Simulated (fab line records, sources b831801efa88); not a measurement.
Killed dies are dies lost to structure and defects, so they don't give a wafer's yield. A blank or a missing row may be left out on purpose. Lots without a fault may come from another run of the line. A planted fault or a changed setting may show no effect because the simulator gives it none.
Which tool did it? | flow sky130 | 11 lots, 33 wafers sampled, at 5 steps of a route of 708

WHAT THE GAUGES READ, wafer by wafer
The record holds no reading of a measuring or inspecting step that can be judged against a usual standard deviation.

WHICH TOOL RAN EACH LOT (tool, then ch and the chambers of the sampled wafers, then the start)
lot  | SKY_CONTACT_CVD_00              | SKY_CONTACT_ETCH_16                | SKY_METAL2_SOFTBAKE_11            | SKY_METAL2_ETCH_18                | SKY_PAD_OPEN_PROBE_99
L796 | pecvd-01 ch 1,2, day 32 18:43   | rie_diel-04 ch 0,2,3, day 33 20:04 | litho_track-04 ch 0, day 36 19:00 | rie_metal-02 ch 0,1, day 37 08:03 | -
L795 | pecvd-02 ch 0,1,2, day 32 21:44 | rie_diel-03 ch 0,2,3, day 33 22:49 | litho_track-04 ch 0, day 36 20:00 | rie_metal-04 ch 0, day 37 09:24   | -
L797 | pecvd-01 ch 2, day 33 01:26     | rie_diel-03 ch 1,2,3, day 34 04:18 | litho_track-04 ch 0, day 37 02:00 | rie_metal-04 ch 0, day 37 15:37   | -
L798 | pecvd-01 ch 1,2, day 33 03:35   | rie_diel-03 ch 1,2,3, day 34 06:37 | litho_track-03 ch 0, day 37 03:00 | rie_metal-02 ch 0,1, day 37 18:18 | -
L799 | pecvd-02 ch 0,1,2, day 33 09:54 | rie_diel-03 ch 1,2,3, day 34 12:42 | litho_track-04 ch 0, day 37 10:00 | rie_metal-04 ch 0,1, day 37 23:37 | prober-02, day 47 22:09
L800 | pecvd-01 ch 1,2, day 33 12:58   | rie_diel-02 ch 0,3, day 34 15:37   | litho_track-04 ch 0, day 37 14:00 | rie_metal-02 ch 0, day 38 03:20   | -
L801 | pecvd-02 ch 0,1,2, day 34 06:36 | rie_diel-03 ch 2,3, day 35 10:26   | litho_track-03 ch 0, day 38 06:00 | rie_metal-03 ch 0,1, day 38 19:42 | -
L809 | pecvd-01 ch 0,1,2, day 36 13:15 | rie_diel-02 ch 0,2,3, day 37 15:06 | litho_track-01 ch 0, day 40 07:00 | rie_metal-02 ch 0,1, day 40 20:24 | -
L810 | pecvd-02 ch 0,1, day 36 20:31   | rie_diel-04 ch 0,1,2, day 37 23:14 | litho_track-04 ch 0, day 40 17:00 | rie_metal-04 ch 0,1, day 41 05:15 | -
L811 | pecvd-04 ch 1,2, day 36 21:40   | rie_diel-02 ch 0,1,3, day 38 00:06 | litho_track-01 ch 0, day 40 18:00 | rie_metal-03 ch 0,1, day 41 06:23 | -
L812 | pecvd-01 ch 0,1, day 37 03:07   | rie_diel-03 ch 0,2,3, day 38 05:38 | litho_track-04 ch 0, day 40 23:00 | rie_metal-02 ch 0,1, day 41 10:20 | -
- SKY_CONTACT_CVD_00: deposits Si3N4, target thk 75 nm.
- SKY_CONTACT_ETCH_16: etches BARC in N2/H2, stops on SiO2, time 45.9 s, target depth 60 nm.
- SKY_METAL2_SOFTBAKE_11: time 90 s.
- SKY_METAL2_ETCH_18: etches BARC in N2/H2, stops on SiO2, time 45.9 s, target depth 60 nm.
- SKY_PAD_OPEN_PROBE_99

WHAT THE TOOLS THEMSELVES READ (means of the sampled wafers that have a number; where no wafer has one, the mark that the record gives instead)
SKY_CONTACT_CVD_00. Usual: heater_power_w 663 W, standard deviation 110.
lot  | tool     | heater_power_w (W) | flag
L796 | pecvd-01 | 569                |
L795 | pecvd-02 | 784                |
L797 | pecvd-01 | 611                |
L798 | pecvd-01 | 591                |
L799 | pecvd-02 | 753                |
L800 | pecvd-01 | 537                |
L801 | pecvd-02 | 723                |
L809 | pecvd-01 | 607                |
L810 | pecvd-02 | 765                |
L811 | pecvd-04 | 715                |
L812 | pecvd-01 | 589                |

SKY_CONTACT_ETCH_16. Usual: chamber_pressure_mTorr 29.999 mTorr, standard deviation 0.028; drypump_motor_current_A 5.6 A, standard deviation 0.45; oes_product_au 0.854 a.u., standard deviation 0.0047; throttle_valve_pct 13.225 %, standard deviation 0.01.
lot  | tool        | chamber_pressure_mTorr (mTorr) | drypump_motor_current_A (A) | oes_product_au (a.u.) | throttle_valve_pct (%) | flag
L796 | rie_diel-04 | 29.985                         | 6.1                         | 0.855                 | 13.228                 |
L795 | rie_diel-03 | 29.989                         | 5.4                         | 0.854                 | 13.226                 |
L797 | rie_diel-03 | 29.989                         | 5.4                         | 0.856                 | 13.224                 |
L798 | rie_diel-03 | 29.976                         | 5.4                         | 0.850                 | 13.220                 |
L799 | rie_diel-03 | 30.007                         | 5.4                         | 0.852                 | 13.227                 |
L800 | rie_diel-02 | 30.024                         | 5.2                         | 0.854                 | 13.225                 |
L801 | rie_diel-03 | 30.030                         | 5.6                         | 0.852                 | 13.230                 |
L809 | rie_diel-02 | 30.004                         | 5.2                         | 0.856                 | 13.219                 |
L810 | rie_diel-04 | 29.992                         | 6.1                         | 0.859                 | 13.227                 |
L811 | rie_diel-02 | 29.984                         | 5.3                         | 0.858                 | 13.224                 |
L812 | rie_diel-03 | 29.988                         | 5.4                         | 0.856                 | 13.222                 |

SKY_METAL2_SOFTBAKE_11. Usual: heater_power_total_W 57.35 W, standard deviation 0.12; plate_temp_C 100.03 C, standard deviation 0.13.
lot  | tool           | heater_power_total_W (W) | plate_temp_C (C) | flag
L796 | litho_track-04 | 57.52                    | 99.90            |
L795 | litho_track-04 | 57.30                    | 99.91            |
L797 | litho_track-04 | 57.32                    | 100.25           |
L798 | litho_track-03 | 57.45                    | 99.92            |
L799 | litho_track-04 | 55.11                    | 97.22            | OFF
L800 | litho_track-04 | 55.04                    | 96.99            | OFF
L801 | litho_track-03 | 57.38                    | 99.84            |
L809 | litho_track-01 | 57.26                    | 100.07           |
L810 | litho_track-04 | 57.33                    | 99.94            |
L811 | litho_track-01 | 57.32                    | 99.96            |
L812 | litho_track-04 | 57.33                    | 100.11           |

SKY_METAL2_ETCH_18. Usual: chamber_pressure_mTorr 30.002 mTorr, standard deviation 0.028; drypump_motor_current_A 5.6 A, standard deviation 0.63; oes_product_au 0.855 a.u., standard deviation 0.0053; throttle_valve_pct 13.225 %, standard deviation 0.0091.
lot  | tool         | chamber_pressure_mTorr (mTorr) | drypump_motor_current_A (A) | oes_product_au (a.u.) | throttle_valve_pct (%) | flag
L796 | rie_metal-02 | 29.967                         | 5.9                         | 0.856                 | 13.229                 |
L795 | rie_metal-04 | 29.990                         | 4.7                         | 0.854                 | 13.229                 |
L797 | rie_metal-04 | 29.999                         | 4.6                         | 0.852                 | 13.225                 |
L798 | rie_metal-02 | 30.004                         | 5.7                         | 0.851                 | 13.229                 |
L799 | rie_metal-04 | 29.995                         | 5.3                         | 0.856                 | 13.229                 |
L800 | rie_metal-02 | 30.001                         | 5.5                         | 0.851                 | 13.228                 |
L801 | rie_metal-03 | 30.017                         | 6.3                         | 0.852                 | 13.231                 |
L809 | rie_metal-02 | 30.002                         | 5.9                         | 0.851                 | 13.215                 |
L810 | rie_metal-04 | 29.985                         | 5.0                         | 0.860                 | 13.221                 |
L811 | rie_metal-03 | 30.000                         | 6.4                         | 0.856                 | 13.233                 |
L812 | rie_metal-02 | 30.016                         | 5.9                         | 0.856                 | 13.222                 |

SKY_PAD_OPEN_PROBE_99. Usual: defect_limited_yield 82.7 %, standard deviation 1.9; killed_at_M0_to_M3 43, standard deviation 6.8; killed_at_M4_up 2.9, standard deviation 1.7; killed_at_contacts 24, standard deviation 5.4; killed_at_front_end 15, standard deviation 4.8; killed_at_other 0.3, standard deviation 0.57; killed_dies 85, standard deviation 9.4; killed_open 47, standard deviation 7.5; killed_short 38, standard deviation 5.7; sort_bin_3_pad_short 0.8 %, standard deviation 0.37; sort_bin_5_function 10.2 %, standard deviation 1.5; sort_bin_6_memory 6.2 %, standard deviation 1.1; sort_n_pass 407, standard deviation 9.4; sort_yield_pct 82.7 %, standard deviation 1.9.
lot  | tool      | defect_limited_yield (%) | killed_at_M0_to_M3 | killed_at_M4_up | killed_at_contacts | killed_at_front_end | killed_at_other | killed_dies | killed_open | killed_short | sort_bin_3_pad_short (%) | sort_bin_5_function (%) | sort_bin_6_memory (%) | sort_n_pass | sort_yield_pct (%) | flag
L799 | prober-02 | 81.6                     | 40                 | 3.3             | 25                 | 21                  | 0.7             | 91          | 48          | 42           | 1.1                      | 10.4                    | 7.0                   | 401         | 81.6               |

THE ANSWER, worked out from the rows above alone
Rule: a lot is off if the mean of its wafers that have a number lies more than 3 standard deviations from the usual mean. A lot without any number at a reading at which 4 lots or more have one is off too. The other lots that the step has rows for count as sound. The gauges are gone through in route order, then the tools' own readings, and for those a lot's mean is taken as printed above. The first step at which some lot is off is used, and at that step the reading that is off furthest; a lot without a number counts as furthest.
Off: L799, L800, at SKY_METAL2_SOFTBAKE_11 (plate_temp_C).
A tool fits if, at that step or a process step before it, it ran every lot that is off, and no sound lot after the first of them. None of those tried fits.

WHAT THE SIMULATOR HAD PUT IN
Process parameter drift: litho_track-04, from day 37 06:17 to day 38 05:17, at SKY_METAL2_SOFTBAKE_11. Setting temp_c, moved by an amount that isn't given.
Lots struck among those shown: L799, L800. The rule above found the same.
